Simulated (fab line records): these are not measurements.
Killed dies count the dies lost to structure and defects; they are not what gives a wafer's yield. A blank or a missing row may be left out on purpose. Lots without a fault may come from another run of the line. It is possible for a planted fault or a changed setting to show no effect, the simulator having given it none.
A struck lot beside a sound one + flow sfqLine + 13 steps out of a route of 325
Sound: these wafers, L637.3, L637.4, L637.6. Struck: wafers L645.2, L645.5. (L645.6 of the same lot was not struck and is left out.) The cause comes at the end.
For every step that has rows: the tool of each side, followed by ch and its chambers, followed by its first start. Under that, the readings that differ: sound wafers + struck wafers + difference of the means + sigmas: that difference in standard deviations of wafers without a fault.
alike: readings whose means differ by less than 2 such deviations, and words and numbers that are the same on both sides. not compared: withheld readings, readings that some wafer has no value for, bounds like >300 that may hide the same value, and numbers for which the record gives no deviation and whose values overlap.
A row with sigmas, a row that says differs or no value, or rows on one side alone: a step with any of these is where the two part. Numbers that don't overlap but have no deviation are shown without sigmas and don't part them. A reading that every wafer of one side lacks parts them only if that side has two wafers or more.

first, 1 step without rows for these wafers: SFQ_TRILAYER_M2_DEP_PRE_CLEAN_056 (time 22.5 s).
SFQ_TRILAYER_M2_DEP_SPUTTER_055: material Nb, target thk 200 nm, time 133.3 s.
  sound: pvdSputter-03 at day 31 05:47; struck: pvdSputter-06 at day 33 17:47
  alike: throttleValvePct
SFQ_M2_RS_MEAS_914: measurement is done with a four-point probe.
  sound: filmMetro-01 at day 31 05:55; struck: filmMetro-02 at day 33 17:53
| reading           | sound             | struck      | difference | sigmas |
|-------------------|-------------------|-------------|------------|--------|
| M2_NB_RS (ohm/sq) | 0.880 0.886 0.877 | 0.901 0.917 | +0.028     | +2     |
then, 6 steps without rows for these wafers: SFQ_TRILAYER_M2_LITHO_COAT_062 (resist thk 62 nm); SFQ_TRILAYER_M2_LITHO_COAT_057 (resist thk 600 nm); SFQ_TRILAYER_M2_LITHO_SOFTBAKE_061; SFQ_TRILAYER_M2_LITHO_EXPOSE_058 (exposes mask M2, target cd 500 nm); SFQ_TRILAYER_M2_LITHO_PEB_060 (peb time 60 s); SFQ_TRILAYER_M2_LITHO_DEVELOP_059 (time 60 s).
-- the record jumps here: 6 days lie between the struck wafers' starts before and after --
SFQ_M2_OVL_MEAS_916:
  sound: overlay-01 at day 37 13:25; struck: overlay-01 at day 39 22:26
  alike: M2_OVL
SFQ_TRILAYER_M2_BARC_OPEN_METAL_ETCH_077: etches BARC in O2, target depth 125 nm, time 41.7 s.
  sound on rieMetal-03 ch 0,1, day 37 13:28; struck on rieMetal-03 ch 0, day 39 22:28
  alike: biasW, drypumpMotorCurrentA, oesProductAu
  not compared: rfHoursCounterH
SFQ_TRILAYER_M2_ETCH_METAL_ETCH_060: etches Nb in Cl2/Ar, stops on SiO2, target depth 240 nm, time 120 s.
  sound on rieMetal-03 ch 0,1, day 37 13:33; struck on rieMetal-03 ch 0, day 39 22:32
| reading                                            | sound             | struck      | difference | sigmas |
|----------------------------------------------------|-------------------|-------------|------------|--------|
| biasW (W)                                          | 79.52 79.96 79.92 | 67.13 66.80 | -12.83     | -58    |
| model.KrF_of_TRILAYER_M2_LITHO_COAT_057.thkNm (nm) | 385.9 381.9 384.9 | 394.6 395.4 | +10.8      |        |
  alike: drypumpMotorCurrentA, oesProductAu
  not compared: rfHoursCounterH
SFQ_TRILAYER_M2_STRIP_STRIP_061: strips in O2.
  sound on rieMetal-03 ch 0,1, day 37 13:50; struck on rieMetal-03 ch 0, day 39 22:39
  alike: drypumpMotorCurrentA, oesProductAu
  not compared: rfHoursCounterH

## WHERE THEY PART
At SFQ_M2_RS_MEAS_914 first; at SFQ_TRILAYER_M2_ETCH_METAL_ETCH_060 last (within this record only). Later steps at which nothing parts them and some readings are alike: SFQ_TRILAYER_M2_STRIP_STRIP_061.

WHY: what the simulator had put in
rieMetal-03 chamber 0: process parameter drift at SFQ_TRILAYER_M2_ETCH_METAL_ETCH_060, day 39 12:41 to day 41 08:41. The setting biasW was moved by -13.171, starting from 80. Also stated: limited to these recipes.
